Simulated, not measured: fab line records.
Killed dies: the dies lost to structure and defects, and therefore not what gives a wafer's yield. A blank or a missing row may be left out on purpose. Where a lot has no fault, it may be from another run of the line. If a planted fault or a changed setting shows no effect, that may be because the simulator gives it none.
A single fault, viewed from 2 desks -- flow gf180mcu -- each desk holds nothing but its own numbers, with what lay behind them at the end

## AT THE TOOL OWNER'S DESK: lithoTrack-01
The tool's own readings at GF_M2_PEB_12 (peb time 90 s): means of the sampled wafers that have a number, for each lot that ran on this tool. Any lot whose mean is over 4 standard deviations away from the usual mean is out of limits and marked OUT; that distance is given in the brackets.
Columns: A = resistLineTempC at GF_M2_PEB_12, usual 22.99 C
lot,first seen here,A
L163,day 20 23:32,23.06
L167,day 22 12:35,22.90
L168,day 23 04:01,23.08
L179,day 26 19:24,22.96
Finding of this desk: none of the 4 lots has anything out of limits.

## METROLOGY DESK
What the gauges read, lot by lot, whatever tool the lot ran on: means of the sampled wafers that have a number. Any lot whose mean is over 4 standard deviations away from the usual mean is out of limits and marked OUT; that distance is given in the brackets.
Columns: A = M2_ALCU_RS at GF_M2_RS_MEAS_05, usual 0.0695 ohm/sq; B = cdNm at GF_M2_CD_MEAS_14, usual 279.8 nm; C = M2_OVL at GF_M2_OVL_MEAS_15, usual -1 nm
lot,first seen here,A,B,C
L158,day 18 07:44,0.0707,279.7,2
L159,day 18 18:31,0.0699,279.9,-5
L160,day 18 23:46,0.0693,279.6,-3
L161,day 19 13:43,0.0692,280.5,-8
L162,day 19 18:52,0.0695,278.9,-9
L163,day 19 23:51,0.0688,279.1,2
L167,day 21 14:01,0.0701,275.1 (-4.9) OUT,-5
L168,day 22 05:32,0.0686,275.8 (-4.2) OUT,-1
L176,day 25 04:52,0.0684,279.0,-1
L177,day 25 12:19,0.0692,281.6,4
L178,day 25 15:01,0.0692,280.2,1
L179,day 25 23:02,0.0696,280.0,-3
L181,day 26 07:49,0.0690,280.4,8
This desk's verdict: out of limits on L167, L168, starting with L167 at day 22 12:55 (cdNm at GF_M2_CD_MEAS_14). L158, L159, L160, L161, L162, L163, L176, L177, L178, L179, L181 stayed within limits.

## PUT TOGETHER
L167, L168 would have let the metrology desk raise an alarm at day 22 12:55.
The desk of the tool owner found nothing out of limits.
On record at the tool owner's desk: L167, L168, within its limits.
GF_M2_PEB_12 was run on lithoTrack-01 by each of the lots named.

## WHAT HAD BEEN PUT IN BY THE SIMULATOR
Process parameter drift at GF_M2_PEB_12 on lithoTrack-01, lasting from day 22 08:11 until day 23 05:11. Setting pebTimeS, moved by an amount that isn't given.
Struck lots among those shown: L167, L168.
Delay in hours, fault start to first out-of-limits reading, per desk: metrology desk 5.
